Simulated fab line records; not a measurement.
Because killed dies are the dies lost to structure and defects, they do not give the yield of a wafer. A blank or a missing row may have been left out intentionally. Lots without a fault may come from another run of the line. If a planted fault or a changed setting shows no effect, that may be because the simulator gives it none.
fab line records -- flow sky130
record: lots: 6, wafers: 18, last-day: 50
route steps=708 shown SONOS_TUNNEL@156 SONOS_ONO@168 PAD_OPEN@708
lots untouched by any fault: they come from a run of this same line in which no faults occurred
start-h: hours from the record's opening day to when the first of the lot's shown wafers began -- wait-h: hours elapsed since this lot's preceding step -- " as in the row above -- L1.1+2: a row that stands for several wafers -- - no value, or no start was given -- * or withheld: withheld -- < > ~ a bound
route shown NAME@n: NAME is a module with steps in the file, n the number in the route of the first one -- usual: mean/standard deviation of fault-free wafers -- same: alike in all rows -- chamber/n: place in a boat -- sites: each site's reading -- _std_site: how widely they spread, as a standard deviation -- _edge_site: inner sites' mean taken away from outer sites' mean -- radius-mm: for every site, how far away it sits from the centre of the wafer -- mask NAME#n: copy n -- behind: the most recent tool/chamber to have shaped the wafer -- hold: cause of the lot's hold/its duration in hours/its outcome -- device: transistor that didn't switch, given as n, p or np -- end of line: at the end of the route, the tests of the same wafers -- for a step that has no rows: nothing shown but its recipe -- killed: not the wafer's yield, but the dies lost to structure and defects at the first sort -- map: shows each die of a wafer: x if killed, . if not, _ if none is there
set.NAME: setting as actually run; set.NAME@STEP: the setting as run at that earlier step -- model.NAME: the simulator's own value behind a step, which no gauge read
a table for each step, a row for each wafer; lots at some steps of the route
services: the hour from which a tool's chamber was out of use, counted from the record's first day as start-h (under 0 if before that day), plus the number of hours and why
== steps ==
step: SKY_SONOS_TUNNEL_COAT_02
recipe: resist: NOVOLAK, spin-rpm: 3000, resist-thk-nm: 1140
step: SKY_SONOS_TUNNEL_SOFTBAKE_03
recipe: temp-c: 90, time-s: 60, resist: NOVOLAK
step: SKY_SONOS_TUNNEL_EXPOSE_04
recipe: mask-id: TUNM, na: 0.6, source-shape: conventional, sigma-outer: 0.6, polarization: unpolarized, target-cd-nm: 410, dose-mj: 136
step: SKY_SONOS_TUNNEL_PEB_05
recipe: temp-c: withheld, time-s: *, resist: NOVOLAK
step: SKY_SONOS_TUNNEL_DEVELOP_06
recipe: resist: NOVOLAK, developer: TMAH, develop-time-s: 60, dev-temp-c: 23
step: SKY_SONOS_TUNNEL_CD_MEAS_07
recipe: target-cd-nm: 410
usual: cd-nm: 410.1/2.4
lot.wafer,tool,chamber,start-h,wait-h,cd-nm
L160.1,cd-sem-02,-,249.92,0.1,409.7
L160.5,cd-sem-02,-,249.92,0.1,407.9
L160.6,cd-sem-02,-,249.92,0.1,409.8
L162.2,cd-sem-01,-,273.04,0.1,407.7
L162.3,cd-sem-01,-,273.04,0.1,406.9
L162.6,cd-sem-01,-,273.04,0.1,408.6
L169.2,cd-sem-01,-,338.57,0.1,410.1
L169.4,cd-sem-01,-,338.57,0.1,411.6
L169.6,cd-sem-01,-,338.57,0.1,412.1
L170.2,cd-sem-02,-,343.28,0.1,409.3
L170.3,cd-sem-02,-,343.28,0.1,408.7
L170.5,cd-sem-02,-,343.28,0.1,405.9
L171.2,cd-sem-01,-,353.12,0.1,411.9
L171.4,cd-sem-01,-,353.12,0.1,413.2
L171.6,cd-sem-01,-,353.12,0.1,412.3
L180.1,cd-sem-01,-,446.85,0.1,411.8
L180.4,cd-sem-01,-,446.85,0.1,409.6
L180.5,cd-sem-01,-,446.85,0.1,412.8
step: SKY_SONOS_TUNNEL_OVL_MEAS_08
usual: SONOS_TUNNEL_OVL: 0.2/1
lot.wafer,tool,chamber,start-h,wait-h,SONOS_TUNNEL_OVL[nm]
L160.1,overlay-02,-,250.04,0.1,0.5
L160.5,overlay-02,-,250.04,0.1,1.8
L160.6,overlay-02,-,250.04,0.1,0.8
L162.2,overlay-01,-,273.15,0.1,1.0
L162.3,overlay-01,-,273.15,0.1,0.8
L162.6,overlay-01,-,273.15,0.1,0.4
L169.2,overlay-01,-,338.68,0.1,-0.9
L169.4,overlay-01,-,338.68,0.1,-0.4
L169.6,overlay-01,-,338.68,0.1,0.0
L170.2,overlay-01,-,343.38,0.1,-1.1
L170.3,overlay-01,-,343.38,0.1,-2.8
L170.5,overlay-01,-,343.38,0.1,-1.5
L171.2,overlay-02,-,353.23,0.1,0.6
L171.4,overlay-02,-,353.23,0.1,-0.7
L171.6,overlay-02,-,353.23,0.1,2.0
L180.1,overlay-01,-,446.97,0.1,-2.2
L180.4,overlay-01,-,446.97,0.1,-1.8
L180.5,overlay-01,-,446.97,0.1,-1.9
step: SKY_SONOS_TUNNEL_IMPLANT_09
recipe: species: B, energy-kev: 20, dose-cm2: 1e+12, tilt-deg: withheld
step: SKY_SONOS_TUNNEL_WET_ETCH_10
recipe: chemistry: dHF, target-depth-nm: 14, target: SiO2, dilution: 100:1, temp-c: 25, time-s: 280
step: SKY_SONOS_TUNNEL_STRIP_11
recipe: chemistry: SPM, time-s: 600, temp-c: 130
step: SKY_SONOS_TUNNEL_TW_MEAS_12
usual: SONOS_TUNNEL_TW: 198.0/1.8
lot.wafer,tool,chamber,start-h,wait-h,SONOS_TUNNEL_TW
L160.1,film-metro-04,-,250.49,0.0,199.2
L160.5,film-metro-04,-,250.49,0.0,197.9
L160.6,film-metro-04,-,250.49,0.0,199.4
L162.2,film-metro-04,-,273.60,0.0,197.8
L162.3,film-metro-04,-,273.60,0.0,197.5
L162.6,film-metro-04,-,273.60,0.0,196.9
L169.2,film-metro-04,-,339.13,0.0,197.4
L169.4,film-metro-04,-,339.13,0.0,196.9
L169.6,film-metro-04,-,339.13,0.0,198.1
L170.2,film-metro-04,-,343.83,0.0,198.4
L170.3,film-metro-04,-,343.83,0.0,199.0
L170.5,film-metro-04,-,343.83,0.0,197.7
L171.2,film-metro-01,-,353.69,0.0,197.2
L171.4,film-metro-01,-,353.69,0.0,195.5
L171.6,film-metro-01,-,353.69,0.0,195.3
L180.1,film-metro-01,-,447.43,0.0,196.0
L180.4,film-metro-01,-,447.43,0.0,194.9
L180.5,film-metro-01,-,447.43,0.0,196.3
step: SKY_SONOS_TUNNEL_CLEAN_13
recipe: chemistry: dHF, time-s: 20, dilution: 100:1, dry: ipa-marangoni
step: SKY_SONOS_ONO_OXIDATION_00
recipe: temp-c: 800, ambient: O2, idle-temp-c: 700, ramp-up-c-per-min: 10, ramp-down-c-per-min: 3, stabilise-s: 600, purge-s: 300, target-thk-a: 26, ox-time-s: 1249
usual: spike-tc-bottom-C: 820.2/2.6, spike-tc-centre-C: 800.1/1, spike-tc-lower-C: 799.6/1.2, spike-tc-top-C: 814.7/2.3, spike-tc-upper-C: 800.3/0.99, tube-center-temp-C: 799.99/0.069, tube_center_temp_C_max: 802.0/0.32, zone-power-bottom-pct: 18.64/0.19, zone-power-centre-pct: 12.40/0.14
same: ox-time-s: 1249
lot.wafer,tool,chamber,start-h,wait-h,spike-tc-bottom-C,spike-tc-centre-C,spike-tc-lower-C,spike-tc-top-C,spike-tc-upper-C,tube-center-temp-C,tube_center_temp_C_max,zone-power-bottom-pct,zone-power-centre-pct,model.SiO2_of_SONOS_ONO_OXIDATION_00.thk-nm
L160.1,furnace-01,0,251.98,1.4,818.5,799.3,800.1,817.4,801.9,800.1,802.0,18.90,12.26,2.643
L160.5,furnace-01,0,251.98,1.4,818.6,800.2,799.6,816.9,800.8,799.95,801.6,18.41,12.53,2.655
L160.6,furnace-01,0,251.98,1.4,818.6,800.1,798.9,818.1,801.1,800.09,801.5,18.71,12.57,2.616
L162.2,furnace-02,0,274.39,0.7,821.5,801.0,800.2,812.9,800.8,799.95,801.8,18.51,12.46,2.61
L162.3,furnace-02,0,274.39,0.7,822.2,801.7,799.3,813.9,799.2,799.92,802.1,18.54,12.34,2.59
L162.6,furnace-02,0,274.39,0.7,823.8,800.4,802.5,812.3,798.8,799.99,802.0,18.30,12.32,2.632
L169.2,furnace-01,0,339.21,0.0,818.9,799.3,799.3,815.9,800.8,799.88,801.8,18.63,12.34,2.737
L169.4,furnace-01,0,339.21,0.0,818.5,799.8,800.4,818.4,799.3,799.92,802.2,18.52,12.35,2.694
L169.6,furnace-01,0,339.21,0.0,817.0,801.6,797.6,816.7,798.7,800.04,801.9,18.65,12.34,2.723
L170.2,furnace-02,0,344.33,0.4,834.5,809.7,810.4,821.7,810.3,810.24,812.2,19.12,12.80,2.987
L170.3,furnace-02,0,344.33,0.4,832.4,811.2,810.1,824.8,809.9,810.21,812.3,19.32,12.97,2.966
L170.5,furnace-02,0,344.33,0.4,830.9,811.9,810.4,821.9,810.2,810.33,812.7,19.03,12.84,2.984
L171.2,furnace-02,0,353.79,0.0,832.9,809.4,810.6,824.6,811.2,810.33,812.4,19.30,12.81,3.018
L171.4,furnace-02,0,353.79,0.0,832.9,811.9,808.8,824.1,811.4,810.29,812.9,18.83,12.73,2.975
L171.6,furnace-02,0,353.79,0.0,832.2,812.0,811.2,821.8,809.4,810.39,813.0,19.20,12.80,2.959
L180.1,furnace-01,0,447.54,0.0,817.0,799.5,799.0,819.2,799.7,799.97,802.7,18.78,12.36,2.563
L180.4,furnace-01,0,447.54,0.0,818.9,799.7,799.2,816.9,801.2,799.96,802.1,18.70,12.32,2.535
L180.5,furnace-01,0,447.54,0.0,816.9,800.9,797.1,816.7,802.5,800.02,802.6,18.84,12.25,2.531
step: SKY_SONOS_ONO_THK_MEAS_01
recipe: reads: SiO2_of_SONOS_ONO_OXIDATION_00
usual: SONOS_ONO_OXIDATION_THK: 2.60/0.059
lot.wafer,tool,chamber,start-h,wait-h,SONOS_ONO_OXIDATION_THK[nm]
L160.1,film-metro-04,-,253.33,0.0,2.66
L160.5,film-metro-04,-,253.33,0.0,2.67
L160.6,film-metro-04,-,253.33,0.0,2.65
L162.2,film-metro-03,-,275.74,0.0,2.57
L162.3,film-metro-03,-,275.74,0.0,2.58
L162.6,film-metro-03,-,275.74,0.0,2.63
L169.2,film-metro-04,-,340.56,0.0,2.75
L169.4,film-metro-04,-,340.56,0.0,2.66
L169.6,film-metro-04,-,340.56,0.0,2.76
L170.2,film-metro-03,-,345.69,0.0,2.95
L170.3,film-metro-03,-,345.69,0.0,2.95
L170.5,film-metro-03,-,345.69,0.0,2.92
L171.2,film-metro-01,-,355.15,0.0,3.06
L171.4,film-metro-01,-,355.15,0.0,2.98
L171.6,film-metro-01,-,355.15,0.0,2.95
L180.1,film-metro-04,-,448.89,0.0,2.55
L180.4,film-metro-04,-,448.89,0.0,2.52
L180.5,film-metro-04,-,448.89,0.0,2.57
step: SKY_SONOS_ONO_CVD_02
recipe: material: Si3N4, precursor: DCS/NH3, target-thk-nm: 10.5, temp-c: 770, time-s: 180, pressure-mtorr: 250
step: SKY_PAD_OPEN_PROBE_99
usual: killed_at_M0_to_M3: 43/6.6, killed_at_M4_up: 3.2/1.8, killed-at-contacts: 24/5, killed-at-front-end: 15/4.5, killed-at-other: 0.2/0.46, killed-dies: 86/8.8, killed-open: 48/6.6, killed-short: 38/6.1
same: gross-dies: 492, killed-at-back-side: 0
lot.wafer,tool,chamber,start-h,wait-h,killed_at_M0_to_M3,killed_at_M4_up,killed-at-contacts,killed-at-front-end,killed-at-other,killed-dies,killed-open,killed-short,model.etest.sonos-erased.drive-ua-um,model.etest.cap-ono.gate-log10-a-cm2,model.etest.sonos-erased.vt-v,model.etest.cap-ono.gate-bv-v,model.etest.cap-ono.tox-acc-nm,model.etest.sonos-programmed.vt-v,model.etest.sonos-baked.vt-less-v
L160.1,prober-01,-,1071.77,0.1,44,1,26,19,1,91,50,41,168.2,-8.224,-2.175,16.83,13.07,1.375,-0.426
L160.5,prober-01,-,1071.97,0.2,49,5,28,16,0,98,54,44,196.8,-8.284,-2.168,16.35,13.18,1.338,-0.4309
L160.6,prober-01,-,1072.02,0.2,33,4,24,9,0,70,44,26,183.3,-8.138,-2.223,16.4,12.99,1.423,-0.4931
L162.2,prober-01,-,1106.09,0.1,37,3,27,11,0,78,43,35,181.3,-7.93,-2.255,16.4,12.93,1.486,-0.5678
L162.3,prober-01,-,1106.14,0.2,42,2,16,18,0,78,39,39,164.7,-7.963,-2.242,16.59,12.94,1.454,-0.5214
L162.6,prober-01,-,1106.29,0.2,47,0,28,12,0,87,44,43,186.2,-8.184,-2.204,16.7,13.11,1.36,-0.462
L169.2,prober-01,-,1146.44,0.1,44,5,25,7,0,81,47,34,147.5,-8.3,-2.103,16.77,13.12,1.375,-0.4348
L169.4,prober-01,-,1146.54,0.2,43,4,21,8,0,76,45,31,136.9,-8.196,-2.124,16.67,13.08,1.348,-0.4137
L169.6,prober-01,-,1146.64,0.2,42,5,25,18,0,90,50,40,155.7,-8.096,-2.181,16.46,12.97,1.43,-0.4457
L170.2,prober-02,-,1148.85,0.1,45,5,17,13,0,80,40,40,143.3,-8.58,-1.805,16.6,13.4,1.234,-0.3222
L170.3,prober-02,-,1148.90,0.2,49,1,32,13,0,95,58,37,145.9,-8.596,-1.854,16.7,13.37,1.247,-0.3653
L170.5,prober-02,-,1149.00,0.2,49,4,23,10,0,86,53,33,152.7,-8.515,-1.882,16.89,13.35,1.339,-0.4263
L171.2,prober-02,-,1182.66,0.1,38,3,28,15,0,84,49,35,116.5,-8.846,-1.633,17,13.56,1.158,-0.3515
L171.4,prober-02,-,1182.76,0.2,33,4,27,17,2,83,51,32,152.6,-8.702,-1.779,17.1,13.48,1.117,-0.2373
L171.6,prober-02,-,1182.86,0.2,34,0,25,21,1,81,37,44,145.8,-8.532,-1.853,16.86,13.37,1.302,-0.3609
L180.1,prober-02,-,1207.72,0.1,41,1,25,12,1,80,46,34,171.2,-7.707,-2.331,16.48,12.69,1.564,-0.5524
L180.4,prober-02,-,1207.87,0.2,51,5,23,14,1,94,48,46,183.3,-7.772,-2.326,16.38,12.77,1.541,-0.5815
L180.5,prober-02,-,1207.92,0.2,46,3,25,8,0,82,53,29,192.7,-7.778,-2.343,16.39,12.74,1.507,-0.5152
killed by level:class
L160.1 CONTACT:geometric-particle:open=11 VIA1:geometric-particle:open=10 METAL2:geometric-particle:short=8 FIELD_ISO:geometric-particle:open=7 VIA1:geometric-particle:short=6 LI_CONTACT:geometric-particle:short=5 LI_CONTACT:geometric-particle:open=5 VIA3:geometric-particle:open=5
L160.5 VIA1:geometric-particle:open=13 CONTACT:geometric-particle:open=10 METAL2:geometric-particle:short=10 CONTACT:geometric-particle:short=7 POLY_GATE:geometric-particle:open=6 VIA2:geometric-particle:open=6 FIELD_ISO:geometric-particle:open=5 LI_CONTACT:geometric-particle:open=5
L160.6 VIA1:geometric-particle:open=9 LI_CONTACT:geometric-particle:open=8 VIA3:geometric-particle:open=6 CONTACT:geometric-particle:open=5 CONTACT:geometric-particle:short=5 VIA2:geometric-particle:open=5 FIELD_ISO:geometric-particle:open=3 LI_CONTACT:geometric-particle:short=3
L162.2 CONTACT:geometric-particle:open=9 VIA1:geometric-particle:open=9 LI_CONTACT:geometric-particle:open=8 METAL2:geometric-particle:short=5 VIA2:geometric-particle:short=5 VIA2:geometric-particle:open=5 METAL1:geometric-particle:short=4 POLY_GATE:geometric-particle:short=3
L162.3 VIA1:geometric-particle:open=8 VIA1:geometric-particle:short=6 VIA3:geometric-particle:open=6 FIELD_ISO:geometric-particle:open=5 VIA3:geometric-particle:short=5 LI_CONTACT:geometric-particle:open=4 CONTACT:geometric-particle:open=4 METAL1:geometric-particle:short=4
L162.6 VIA1:geometric-particle:open=15 VIA1:geometric-particle:short=11 CONTACT:geometric-particle:open=10 VIA2:geometric-particle:open=9 LI_CONTACT:geometric-particle:short=5 LI_CONTACT:geometric-particle:open=5 LOCAL_INTERCONNECT:geometric-particle:short=5 FIELD_ISO:geometric-particle:short=4
L169.2 VIA1:geometric-particle:open=10 VIA3:geometric-particle:open=10 CONTACT:geometric-particle:open=8 METAL1:geometric-particle:short=7 CONTACT:geometric-particle:short=5 LI_CONTACT:geometric-particle:open=5 LOCAL_INTERCONNECT:geometric-particle:short=5 FIELD_ISO:geometric-particle:open=4
L169.4 CONTACT:geometric-particle:open=12 VIA1:geometric-particle:open=9 VIA1:geometric-particle:short=7 VIA2:geometric-particle:open=6 FIELD_ISO:geometric-particle:short=4 VIA3:geometric-particle:open=4 LI_CONTACT:geometric-particle:open=3 LI_CONTACT:geometric-particle:short=3
L169.6 VIA1:geometric-particle:open=10 CONTACT:geometric-particle:open=8 LI_CONTACT:geometric-particle:open=7 FIELD_ISO:geometric-particle:open=7 LOCAL_INTERCONNECT:geometric-particle:short=6 VIA1:geometric-particle:short=5 METAL2:geometric-particle:short=5 VIA2:geometric-particle:open=5
L170.2 VIA1:geometric-particle:open=13 LI_CONTACT:geometric-particle:open=6 VIA1:geometric-particle:short=6 CONTACT:geometric-particle:short=5 METAL2:geometric-particle:short=5 VIA2:geometric-particle:open=5 FIELD_ISO:geometric-particle:short=4 VIA3:geometric-particle:short=4
L170.3 LI_CONTACT:geometric-particle:open=14 VIA1:geometric-particle:open=14 METAL2:geometric-particle:short=9 VIA3:geometric-particle:open=8 POLY_GATE:geometric-particle:open=7 CONTACT:geometric-particle:open=6 LI_CONTACT:geometric-particle:short=6 METAL3:geometric-particle:short=6
L170.5 VIA1:geometric-particle:open=11 LI_CONTACT:geometric-particle:open=10 METAL1:geometric-particle:short=9 VIA2:geometric-particle:open=9 CONTACT:geometric-particle:open=7 VIA3:geometric-particle:open=5 VIA1:geometric-particle:short=4 METAL2:geometric-particle:short=4
L171.2 CONTACT:geometric-particle:open=10 VIA1:geometric-particle:open=10 METAL1:geometric-particle:short=8 LI_CONTACT:geometric-particle:open=7 VIA2:geometric-particle:open=7 LOCAL_INTERCONNECT:geometric-particle:short=6 METAL2:geometric-particle:short=5 FIELD_ISO:geometric-particle:open=3
L171.4 LI_CONTACT:geometric-particle:open=9 CONTACT:geometric-particle:open=9 VIA1:geometric-particle:open=8 VIA2:geometric-particle:open=8 FIELD_ISO:geometric-particle:open=5 METAL2:geometric-particle:short=4 METAL1:geometric-particle:short=4 CONTACT:geometric-particle:short=4
L171.6 METAL2:geometric-particle:short=8 LI_CONTACT:geometric-particle:short=7 CONTACT:geometric-particle:open=7 VIA1:geometric-particle:open=7 VIA2:geometric-particle:open=7 FIELD_ISO:geometric-particle:open=5 POLY_GATE:geometric-particle:open=5 CONTACT:geometric-particle:short=5
L180.1 VIA1:geometric-particle:open=10 CONTACT:geometric-particle:open=9 LI_CONTACT:geometric-particle:open=6 LOCAL_INTERCONNECT:geometric-particle:short=5 METAL2:geometric-particle:short=5 VIA2:geometric-particle:open=5 FIELD_ISO:geometric-particle:open=4 VIA1:geometric-particle:short=4
L180.4 VIA1:geometric-particle:open=10 METAL1:geometric-particle:short=8 VIA2:geometric-particle:open=8 VIA3:geometric-particle:open=8 LI_CONTACT:geometric-particle:open=7 CONTACT:geometric-particle:open=5 VIA3:geometric-particle:short=5 LOCAL_INTERCONNECT:geometric-particle:short=4
L180.5 VIA1:geometric-particle:open=17 CONTACT:geometric-particle:open=8 LI_CONTACT:geometric-particle:open=7 VIA2:geometric-particle:open=6 VIA3:geometric-particle:open=6 VIA3:geometric-particle:short=4 FIELD_ISO:geometric-particle:open=3 LOCAL_INTERCONNECT:geometric-particle:short=3
== services ==
tool,chamber,start-h,hours,kind
furnace-02,-,236.63,4.4,pm
furnace-02,-,252.54,5.1,repair
furnace-01,-,285.72,3.1,pm
furnace-02,-,292.59,3.3,pm
furnace-02,-,369.74,17.9,pm
furnace-01,-,388.11,4.6,pm
furnace-01,-,392.72,2.9,pm
furnace-02,-,411.63,7.2,pm
== key ==
first-sign: step: SKY_SONOS_ONO_OXIDATION_00, reading: tube-center-temp-C, direction: up, sigmas: 99+, usual: *, struck: *
effect: step: SKY_SONOS_ONO_OXIDATION_00, reading: tube_center_temp_C_max, direction: up, sigmas: 33, usual: *, struck: *
effect: step: SKY_SONOS_ONO_THK_MEAS_01, reading: SONOS_ONO_OXIDATION_THK, direction: up, sigmas: 6.3, usual: 2.60, struck: 2.97
model-effect: step: SKY_SONOS_ONO_OXIDATION_00, value: SiO2_of_SONOS_ONO_OXIDATION_00.thk-nm, without: 2.574, struck: 2.982
model-effect: step: SKY_PAD_OPEN_PROBE_99, value: etest.sonos-erased.drive-ua-um, without: 189.5, struck: 142.8
met-at SKY_SONOS_ONO_OXIDATION_00
struck-wafers L170.2,L170.3,L170.5,L171.2,L171.4,L171.6
tester-left-out L170,L171
onset-between 274.39 344.33
fault: kind: process-parameter-drift, tool: furnace-02, chamber: -, onset-h: 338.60, steps: SKY_SONOS_ONO_OXIDATION_00, channel: temp-c, offset: *, shape: step, end-h: 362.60, acts-in: *, stated: *
tester-left-out: of these lots the tester's yield and bins aren't shown, on N5 and GAA mostly nor the transistor test; their killed dies are dies lost to structure and defects alone, not to doping, threshold or leakage, so they don't give the yield
